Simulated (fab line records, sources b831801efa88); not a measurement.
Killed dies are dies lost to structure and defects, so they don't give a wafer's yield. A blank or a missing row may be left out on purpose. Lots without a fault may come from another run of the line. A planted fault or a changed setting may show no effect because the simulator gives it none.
A struck lot beside a sound one | flow sky130 | 15 steps out of a route of 708
Sound: wafers L396.1, L396.2, L396.5. Struck: wafers L402.1, L402.2, L402.5. The cause comes at the end.
At each step with rows: each side's tool, then ch and its chambers, then its first start. Under that, the readings that differ: sound wafers | struck wafers | difference of the means | sigmas: that difference in standard deviations of wafers without a fault.
alike: readings whose means differ by less than 2 such deviations, and words and numbers that are the same on both sides. not compared: withheld readings, readings that some wafer has no value for, bounds like >300 that may hide the same value, and numbers for which the record gives no deviation and whose values overlap.
The two part at a step that has a row with sigmas, a row that says differs or no value, or rows on one side only. Numbers that don't overlap but have no deviation are shown without sigmas and don't part them. A reading that every wafer of one side lacks parts them only if that side has two wafers or more.

first, 3 steps without rows for these wafers: SKY_VT_ADJUST_HVTP_EXPOSE_04 (exposes mask HVTPM, target cd 380 nm); SKY_VT_ADJUST_HVTP_PEB_05; SKY_VT_ADJUST_HVTP_DEVELOP_06 (develop time 60 s).
SKY_VT_ADJUST_HVTP_CD_MEAS_07: target cd 380 nm.
  sound on cd_sem-01, day 7 23:19; struck on cd_sem-01, day 9 13:46
  alike: cd_nm
SKY_VT_ADJUST_HVTP_OVL_MEAS_08:
  sound on overlay-01, day 7 23:26; struck on overlay-02, day 9 13:53
  alike: VT_ADJUST_HVTP_OVL
then, 1 step without rows for these wafers: SKY_VT_ADJUST_HVTP_IMPLANT_09.
SKY_VT_ADJUST_HVTP_STRIP_10: strips in O2/N2.
  sound on plasma_asher-04 ch 0,1, day 7 23:37; struck on plasma_asher-04 ch 0,1, day 9 14:04
  alike: drypump_motor_current_A, oes_product_au, strip_time_to_endpoint_s
  not compared: rf_hours_counter_h
SKY_VT_ADJUST_HVTP_TW_MEAS_11:
  sound on film_metro-01, day 7 23:43; struck on film_metro-04, day 9 14:10
  alike: VT_ADJUST_HVTP_TW
then, 4 steps without rows for these wafers: SKY_VT_ADJUST_LVTN_DEHYDRATE_00 (time 60 s); SKY_VT_ADJUST_LVTN_HMDS_01 (prime time 60 s); SKY_VT_ADJUST_LVTN_COAT_02 (resist thk 3000 nm); SKY_VT_ADJUST_LVTN_SOFTBAKE_03.
SKY_VT_ADJUST_LVTN_EXPOSE_04: exposes mask NWM COMPLEMENT LESS NATIVE, target cd 840 nm.
  sound on iline_stepper-01 ch 0, day 8 10:26; struck on iline_stepper-01 ch 0, day 10 00:47
  reading              | sound                | struck               | difference | sigmas
  exposure_dose_mJ_cm2 | 193.66 194.09 193.84 | 186.61 186.78 186.74 | -7.15      | -38
  alike: mask
then, 2 steps without rows for these wafers: SKY_VT_ADJUST_LVTN_PEB_05; SKY_PAD_OPEN_PROBE_99.

WHERE THEY PART
Only at SKY_VT_ADJUST_LVTN_EXPOSE_04, within this record.

WHY: what the simulator had put in
Process parameter drift: iline_stepper-01, from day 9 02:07 on, at SKY_VT_ADJUST_LVTN_EXPOSE_04. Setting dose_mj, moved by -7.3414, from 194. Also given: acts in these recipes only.
